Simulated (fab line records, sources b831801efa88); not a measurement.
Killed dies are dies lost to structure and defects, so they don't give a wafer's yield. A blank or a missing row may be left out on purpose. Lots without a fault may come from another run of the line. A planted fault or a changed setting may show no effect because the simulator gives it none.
fab line records | flow sky130
record lots=13 wafers=39 last_day=50
route steps=708 shown GATE_OXIDE@200 POLY_GATE@235 LI_CONTACT@386 METAL1@439 PAD_OPEN@708
lots that met no fault: from a run of the same line without faults
start_h: hours from the record's first day to the start of the lot's first wafer shown | wait_h: hours since the lot's step before | " the same as in the row above | L1.1+2: a row that stands for several wafers | - no value, or no start given | * or withheld: withheld | < > ~ a bound
route shown NAME@n: a module of which the file shows steps, and the number in the route of the first | usual: mean/standard deviation of fault-free wafers | same: alike in all rows | chamber/n: place in a boat | sites: the reading at each site | _std_site: their standard deviation | _edge_site: outer sites' mean less inner sites' | radius_mm: how far each site lies from the wafer's centre | mask NAME#n: copy n | behind: the tool/chamber that last shaped the wafer | hold: why the lot was held/for how many hours/how that ended | device: the transistor (n, p or np) that didn't switch | end of line: the same wafers' tests at the end of the route | a step without rows: its recipe alone | killed: dies lost to structure and defects at the first sort, not the wafer's yield | map: a wafer's dies, x killed, . not, _ none there
set.NAME: the setting as run; set.NAME@STEP: as run at that earlier step | model.NAME: the simulator's own value behind a step, which no gauge read
steps of the route over a sample of lots; a table a step, a row a wafer
services: from which hour (start_h, from the record's first day; less than 0 if before it) a tool's chamber was out of use, for how many hours, and why
## steps
# step SKY_GATE_OXIDE_STRIP_13
# recipe chemistry=O2/N2 power_w=1400 pressure_mtorr=1500 platen_temp_c=withheld o2_flow_sccm=3000 n2_flow_sccm=300 overash_fraction=0.5
# usual drypump_motor_current_A=5.7/0.39 oes_product_au=0.715/0.0042 strip_time_to_endpoint_s=14.18/0.042
# columns lot.wafer tool chamber start_h wait_h drypump_motor_current_A oes_product_au rf_hours_counter_h strip_time_to_endpoint_s
L277.2 plasma_asher-03 1 308.37 0.0 5.3 0.712 50 14.24
L277.3 " 1 " " 5.3 0.714 - 14.26
L277.5 " 1 " " 5.3 0.719 - 14.23
L278.2 plasma_asher-03 1 327.25 0.0 5.3 0.710 52 14.19
L278.5 " 1 " " 5.3 0.706 - 14.18
L278.6 " 0 " " 5.8 0.711 - 14.19
L280.1 plasma_asher-03 0 336.77 0.0 5.8 0.707 53 14.17
L280.4 " 0 " " 5.8 0.724 - 14.19
L280.6 " 1 " " 5.3 0.718 - 14.15
L283.1 plasma_asher-01 0 360.01 0.0 6.2 0.720 21 14.14
L283.3 " 1 " " 5.4 0.720 - 14.09
L283.6 " 1 " " 5.5 0.713 - 14.13
L285.2 plasma_asher-01 1 380.12 0.0 5.4 0.719 23 14.21
L285.3 " 0 " " 6.2 0.715 - 14.14
L285.5 " 1 " " 5.4 0.713 - 14.19
L286.1 plasma_asher-02 0 385.32 0.0 6.2 0.715 72 14.26
L286.2 " 1 " " 5.2 0.719 72 14.26
L286.5 " 1 " " 5.2 0.721 - 14.25
L287.2 plasma_asher-03 1 387.72 0.0 5.3 0.715 58 14.17
L287.3 " 0 " " 5.8 0.714 - 14.17
L287.6 " 0 " " 5.8 0.715 - 14.14
L288.2 plasma_asher-02 1 406.71 0.0 5.2 0.711 74 14.15
L288.3 " 1 " " 5.2 0.711 - 14.15
L288.5 " 1 " " 5.1 0.717 - 14.12
L289.1 plasma_asher-03 0 410.87 0.0 5.8 0.715 60 14.21
L289.2 " 1 " " 5.3 0.714 60 14.23
L289.3 " 0 " " 5.8 0.719 - 14.19
L291.1 plasma_asher-01 1 440.83 0.0 5.4 0.724 29 14.18
L291.2 " 0 " " 6.1 0.716 29 14.17
L291.4 " 1 " " 5.5 0.713 - 14.19
L295.1 plasma_asher-02 1 465.77 0.0 5.2 0.713 3 14.19
L295.2 " 0 " " 6.2 0.718 3 14.19
L295.5 " 0 " " 6.2 0.715 - 14.16
L297.1 plasma_asher-02 1 479.71 0.0 5.2 0.709 4 14.14
L297.3 " 0 " " 6.2 0.707 - 14.14
L297.5 " 0 " " 6.2 0.714 - 14.14
L298.1 plasma_asher-03 1 492.37 0.0 5.3 0.715 70 14.21
L298.3 " 1 " " 5.3 0.714 - 14.20
L298.4 " 0 " " 5.8 0.719 - 14.20
# step SKY_POLY_GATE_THK_MEAS_21
# recipe reads=SiO2_of_POLY_GATE_OXIDATION_20
# usual POLY_GATE_OXIDATION_THK=4.01/0.066
# columns lot.wafer tool chamber start_h wait_h POLY_GATE_OXIDATION_THK[nm]
L277.2 film_metro-01 - 372.41 0.0 4.11
L277.3 " - " " 4.08
L277.5 " - " " 4.12
L278.2 film_metro-01 - 391.18 0.0 3.94
L278.5 " - " " 4.05
L278.6 " - " " 4.02
L280.1 film_metro-01 - 404.55 0.0 4.19
L280.4 " - " " 4.07
L280.6 " - " " 4.07
L283.1 film_metro-01 - 426.26 0.0 4.03
L283.3 " - " " 4.08
L283.6 " - " " 4.01
L285.2 film_metro-03 - 456.08 0.0 4.07
L285.3 " - " " 4.01
L285.5 " - " " 3.97
L286.1 film_metro-01 - 456.79 0.0 4.04
L286.2 " - " " 3.97
L286.5 " - " " 4.04
L287.2 film_metro-04 - 456.82 0.0 3.99
L287.3 " - " " 3.94
L287.6 " - " " 3.94
L288.2 film_metro-03 - 474.93 0.0 4.07
L288.3 " - " " 4.00
L288.5 " - " " 4.05
L289.1 film_metro-01 - 485.56 0.0 3.99
L289.2 " - " " 4.03
L289.3 " - " " 3.99
L291.1 film_metro-04 - 509.72 0.0 4.03
L291.2 " - " " 4.00
L291.4 " - " " 4.06
L295.1 film_metro-01 - 534.37 0.0 4.02
L295.2 " - " " 4.01
L295.5 " - " " 4.05
L297.1 film_metro-04 - 547.96 0.0 3.96
L297.3 " - " " 4.00
L297.5 " - " " 4.08
L298.1 film_metro-04 - 560.23 0.0 4.01
L298.3 " - " " 4.00
L298.4 " - " " 3.93
# step SKY_LI_CONTACT_CMP_24
# recipe stop_on=PSG t_overpolish_s=20 down_force_psi=3.5 platen_rpm=60 target_thk_nm=0 pad_velocity_m_s=0.94248
# usual edge_zone_pressure_frac=1.000/0.0055 motor_current_A=11.5/1.6 overpolish_run_s=20.000/0.0094 time_to_endpoint_s=95/4.5
# columns lot.wafer tool chamber start_h wait_h edge_zone_pressure_frac motor_current_A overpolish_run_s time_to_endpoint_s
L277.3 cmp-02 0 676.59 0.1 1.000 10.5 20.004 92
L277.2 " 2 " " 1.004 12.1 20.015 95
L277.5 " 0 " " 0.996 10.2 20.001 89
L278.2 cmp-02 2 692.69 0.0 1.012 12.7 20.007 92
L278.6 " 2 " " 1.008 12.2 19.997 100
L278.5 " 3 " " 1.002 13.3 19.994 97
L280.4 cmp-02 3 705.46 0.0 1.007 13.3 19.989 96
L280.1 " 1 " " 1.006 11.0 20.014 99
L280.6 " 3 " " 1.008 13.2 19.985 92
L283.3 cmp-02 3 724.70 0.0 1.002 12.6 20.000 99
L283.1 " 2 " " 1.001 12.3 19.994 97
L283.6 " 3 " " 1.007 13.5 19.985 102
L285.3 cmp-01 0 763.51 0.0 0.999 11.2 19.993 97
L285.2 " 1 " " 0.999 12.7 19.997 103
L285.5 " 1 " " 1.002 12.6 19.985 105
L287.3 cmp-01 2 765.70 0.0 0.990 13.2 19.987 101
L287.2 " 0 " " 1.001 11.4 20.001 96
L287.6 " 2 " " 0.993 13.0 20.004 99
L286.2 cmp-02 3 765.87 0.0 1.010 13.2 19.990 100
L286.1 " 0 " " 1.013 10.0 20.003 93
L286.5 " 0 " " 1.003 9.9 20.007 92
L288.3 cmp-02 3 770.08 0.1 0.999 14.0 20.004 93
L288.2 " 1 " " 1.002 10.6 19.994 98
L288.5 " 2 " " 1.001 13.0 20.010 89
L289.1 cmp-02 0 780.41 0.1 0.996 10.3 20.009 93
L289.3 " 2 " " 0.997 12.7 20.014 91
L289.2 " 3 " " 0.995 14.2 20.026 102
L291.1 cmp-02 0 799.65 0.1 1.000 9.9 20.001 89
L291.2 " 1 " " 0.995 11.5 19.997 103
L291.4 " 2 " " 0.996 12.1 19.989 91
L295.1 cmp-01 2 819.15 0.1 0.991 12.6 19.996 100
L295.2 " 0 " " 0.996 10.8 20.019 54
L295.5 " 3 " " 0.998 9.0 20.006 97
L297.3 cmp-02 0 831.20 0.0 0.986 9.9 19.994 91
L297.1 " 1 " " 1.000 10.9 19.982 98
L297.5 " 0 " " 0.992 10.2 20.002 87
L298.3 cmp-01 2 843.98 0.1 1.011 12.9 20.011 94
L298.4 " 0 " " 1.009 11.0 19.993 48
L298.1 " 1 " " 0.996 13.0 20.012 97
# step SKY_METAL1_RS_MEAS_05
# recipe thk_meas_gauge=four-point-probe reads=TiN_of_METAL1_SPUTTER_04+Ti_of_METAL1_SPUTTER_03+AlCu_of_METAL1_SPUTTER_02+TiN_of_METAL1_SPUTTER_01+Ti_of_METAL1_SPUTTER_00
# usual METAL1_ALCU_RS=0.1261/0.0016
# columns lot.wafer tool chamber start_h wait_h METAL1_ALCU_RS[ohm/sq]
L277.2 film_metro-01 - 736.85 0.0 0.1261
L277.3 " - " " 0.1265
L277.5 " - " " 0.1264
L278.2 film_metro-02 - 752.10 0.0 0.1245
L278.5 " - " " 0.1240
L278.6 " - " " 0.1241
L280.1 film_metro-03 - 764.91 0.0 0.1264
L280.4 " - " " 0.1261
L280.6 " - " " 0.1276
L283.1 film_metro-03 - 784.35 0.0 0.1295
L283.3 " - " " 0.1270
L283.6 " - " " 0.1290
L285.2 film_metro-03 - 820.45 0.0 0.1241
L285.3 " - " " 0.1245
L285.5 " - " " 0.1252
L287.2 film_metro-02 - 822.82 0.0 0.1261
L287.3 " - " " 0.1259
L287.6 " - " " 0.1262
L286.1 film_metro-03 - 823.11 0.0 0.1256
L286.2 " - " " 0.1258
L286.5 " - " " 0.1252
L288.2 film_metro-01 - 828.25 0.0 0.1265
L288.3 " - " " 0.1245
L288.5 " - " " 0.1258
L289.1 film_metro-01 - 837.21 0.0 0.1268
L289.2 " - " " 0.1262
L289.3 " - " " 0.1257
L291.1 film_metro-03 - 856.88 0.0 0.1251
L291.2 " - " " 0.1256
L291.4 " - " " 0.1280
L295.1 film_metro-03 - 874.06 0.0 0.1259
L295.2 " - " " 0.1265
L295.5 " - " " 0.1264
L297.1 film_metro-02 - 886.35 0.0 0.1268
L297.3 " - " " 0.1262
L297.5 " - " " 0.1276
L298.1 film_metro-03 - 898.89 0.0 0.1284
L298.3 " - " " 0.1288
L298.4 " - " " 0.1262
# step SKY_PAD_OPEN_PROBE_99
# usual killed_at_M0_to_M3=43/6.4 killed_at_M4_up=2.9/1.7 killed_at_contacts=24/5 killed_at_front_end=15/4 killed_at_other=0.4/0.62 killed_dies=86/9.3 killed_open=47/6.8 killed_short=38/5.8
# same gross_dies=492 killed_at_back_side=0
# columns lot.wafer tool chamber start_h wait_h killed_at_M0_to_M3 killed_at_M4_up killed_at_contacts killed_at_front_end killed_at_other killed_dies killed_open killed_short
L286.1 prober-02 - 1140.70 0.1 50 2 26 15 0 93 52 37
L286.2 prober-02 - 1140.75 0.1 39 7 20 14 1 81 50 30
L286.5 prober-02 - 1140.90 0.2 42 4 23 14 0 83 45 38
L288.2 prober-01 - 1144.85 0.1 49 5 22 17 0 93 51 42
L288.3 prober-01 - 1144.90 0.2 35 5 22 19 0 81 46 35
L288.5 prober-01 - 1145.00 0.2 44 2 26 11 0 83 47 35
L289.1 prober-02 - 1150.34 0.1 50 1 21 18 0 90 45 45
L289.2 prober-02 - 1150.39 0.1 41 2 20 10 1 74 39 35
L289.3 prober-02 - 1150.44 0.2 47 3 22 24 0 96 55 40
L295.1 prober-02 - 1177.00 0.1 44 0 27 18 1 90 52 38
L295.2 prober-02 - 1177.05 0.1 42 3 34 12 0 91 52 39
L295.5 prober-02 - 1177.20 0.2 52 2 24 18 0 96 42 54
L298.1 prober-01 - 1190.34 0.1 47 4 28 12 0 91 51 39
L298.3 prober-01 - 1190.44 0.2 47 2 22 15 0 86 44 41
L298.4 prober-01 - 1190.49 0.2 51 3 28 12 0 94 47 47
# killed by level:class
L286.1 VIA1:geometric_particle:open=15 CONTACT:geometric_particle:open=13 VIA1:geometric_particle:short=8 VIA3:geometric_particle:open=6 METAL2:geometric_particle:short=6 LOCAL_INTERCONNECT:geometric_particle:short=5 VIA2:geometric_particle:open=5 FIELD_ISO:geometric_particle:short=4
L286.2 CONTACT:geometric_particle:open=11 VIA2:geometric_particle:open=10 VIA1:geometric_particle:open=9 VIA1:geometric_particle:short=7 FIELD_ISO:geometric_particle:open=6 METAL4:geometric_particle:short=6 CONTACT:geometric_particle:short=4 VIA3:geometric_particle:open=4
L286.5 VIA1:geometric_particle:open=13 CONTACT:geometric_particle:open=9 VIA1:geometric_particle:short=7 FIELD_ISO:geometric_particle:short=5 LI_CONTACT:geometric_particle:open=4 LOCAL_INTERCONNECT:geometric_particle:open=4 FIELD_ISO:geometric_particle:open=3 SPACER:geometric_particle:short=3
L288.2 VIA1:geometric_particle:open=13 CONTACT:geometric_particle:open=10 LI_CONTACT:geometric_particle:open=9 METAL1:geometric_particle:short=8 METAL2:geometric_particle:short=8 VIA3:geometric_particle:open=6 POLY_GATE:geometric_particle:short=5 METAL4:geometric_particle:short=5
L288.3 LI_CONTACT:geometric_particle:open=8 CONTACT:geometric_particle:open=8 VIA1:geometric_particle:short=8 FIELD_ISO:geometric_particle:open=6 VIA1:geometric_particle:open=6 POLY_GATE:geometric_particle:open=5 VIA2:geometric_particle:open=5 FIELD_ISO:geometric_particle:short=4
L288.5 VIA1:geometric_particle:open=10 CONTACT:geometric_particle:open=9 LI_CONTACT:geometric_particle:open=7 VIA2:geometric_particle:open=7 METAL2:geometric_particle:short=5 VIA3:geometric_particle:open=5 CONTACT:geometric_particle:short=4 VIA2:geometric_particle:short=4
L289.1 VIA1:geometric_particle:open=15 FIELD_ISO:geometric_particle:short=8 VIA2:geometric_particle:open=8 VIA3:geometric_particle:short=6 CONTACT:geometric_particle:open=6 CONTACT:geometric_particle:short=5 METAL1:geometric_particle:short=5 FIELD_ISO:geometric_particle:open=4
L289.2 VIA2:geometric_particle:open=8 VIA1:geometric_particle:open=7 CONTACT:geometric_particle:open=6 LI_CONTACT:geometric_particle:open=5 CONTACT:geometric_particle:short=5 VIA1:geometric_particle:short=5 VIA3:geometric_particle:open=4 METAL3:geometric_particle:short=4
L289.3 VIA1:geometric_particle:open=15 LI_CONTACT:geometric_particle:open=7 VIA2:geometric_particle:open=7 FIELD_ISO:geometric_particle:short=6 FIELD_ISO:geometric_particle:open=6 POLY_GATE:geometric_particle:open=6 CONTACT:geometric_particle:short=6 CONTACT:geometric_particle:open=5
L295.1 VIA1:geometric_particle:open=12 CONTACT:geometric_particle:open=9 LI_CONTACT:geometric_particle:open=8 VIA3:geometric_particle:open=8 VIA2:geometric_particle:open=7 FIELD_ISO:geometric_particle:short=6 VIA2:geometric_particle:short=6 POLY_GATE:geometric_particle:short=5
L295.2 CONTACT:geometric_particle:open=18 VIA2:geometric_particle:open=8 CONTACT:geometric_particle:short=8 VIA1:geometric_particle:open=8 VIA1:geometric_particle:short=7 METAL1:geometric_particle:short=5 POLY_GATE:geometric_particle:open=4 VIA3:geometric_particle:open=3
L295.5 CONTACT:geometric_particle:open=8 METAL1:geometric_particle:short=8 METAL2:geometric_particle:short=8 LI_CONTACT:geometric_particle:open=7 METAL3:geometric_particle:short=7 VIA1:geometric_particle:open=6 VIA2:geometric_particle:open=6 FIELD_ISO:geometric_particle:open=5
L298.1 CONTACT:geometric_particle:open=12 VIA1:geometric_particle:open=10 VIA2:geometric_particle:open=9 LI_CONTACT:geometric_particle:open=7 CONTACT:geometric_particle:short=5 VIA1:geometric_particle:short=5 VIA3:geometric_particle:open=5 VIA3:geometric_particle:short=4
L298.3 VIA1:geometric_particle:open=15 CONTACT:geometric_particle:open=7 VIA3:geometric_particle:open=7 VIA2:geometric_particle:open=7 CONTACT:geometric_particle:short=6 FIELD_ISO:geometric_particle:short=5 LI_CONTACT:geometric_particle:open=5 METAL2:geometric_particle:short=5
L298.4 LI_CONTACT:geometric_particle:open=9 VIA3:geometric_particle:short=7 CONTACT:geometric_particle:open=7 CONTACT:geometric_particle:short=7 VIA1:geometric_particle:open=7 VIA2:geometric_particle:open=7 METAL2:geometric_particle:short=6 VIA1:geometric_particle:short=5
## services
# columns tool chamber start_h hours kind
cmp-02 - 295.19 2.5 repair
cmp-02 - 330.14 3.4 repair
cmp-01 - 356.60 23.1 pm
cmp-02 - 363.12 0.8 repair
cmp-01 - 379.68 4.9 pm
cmp-02 - 402.85 8.6 repair
cmp-02 - 411.43 4.0 pm
cmp-01 - 411.47 0.4 repair
plasma_asher-02 - 421.25 9.0 pm
cmp-02 - 464.30 6.2 pm
cmp-02 - 470.64 3.3 repair
cmp-02 - 480.24 6.7 pm
cmp-02 - 519.07 0.4 repair
cmp-02 - 531.31 1.9 repair
cmp-02 - 543.03 1.3 repair
plasma_asher-03 - 547.75 0.9 repair
cmp-02 - 602.72 1.2 repair
cmp-02 - 612.43 15.6 pm
plasma_asher-03 - 632.64 8.8 repair
plasma_asher-03 - 654.59 32.7 pm
cmp-02 - 751.43 4.0 pm
plasma_asher-03 - 765.19 2.8 pm
cmp-02 - 809.67 6.1 repair
cmp-02 - 821.56 0.5 repair
## key
first_sign step=SKY_LI_CONTACT_CMP_24 reading=time_to_endpoint_s direction=down sigmas=9.9 usual=* struck=*
effect none on later readings
met_at SKY_LI_CONTACT_CMP_24
struck_lots L295,L298
struck_wafers L295.2,L298.4
tester_left_out L295,L298
not_acting_at SKY_GATE_OXIDE_STRIP_13,SKY_POLY_GATE_THK_MEAS_21,SKY_METAL1_RS_MEAS_05
onset_between 765.70 819.15
fault kind=process_parameter_drift tool=cmp-01 chamber=0 onset_h=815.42 steps=SKY_LI_CONTACT_CMP_24 channel=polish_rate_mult offset=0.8 shape=step end_h=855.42
# tester_left_out: of these lots the tester's yield and bins aren't shown, on N5 and GAA mostly nor the transistor test; their killed dies are dies lost to structure and defects alone, not to doping, threshold or leakage, so they don't give the yield
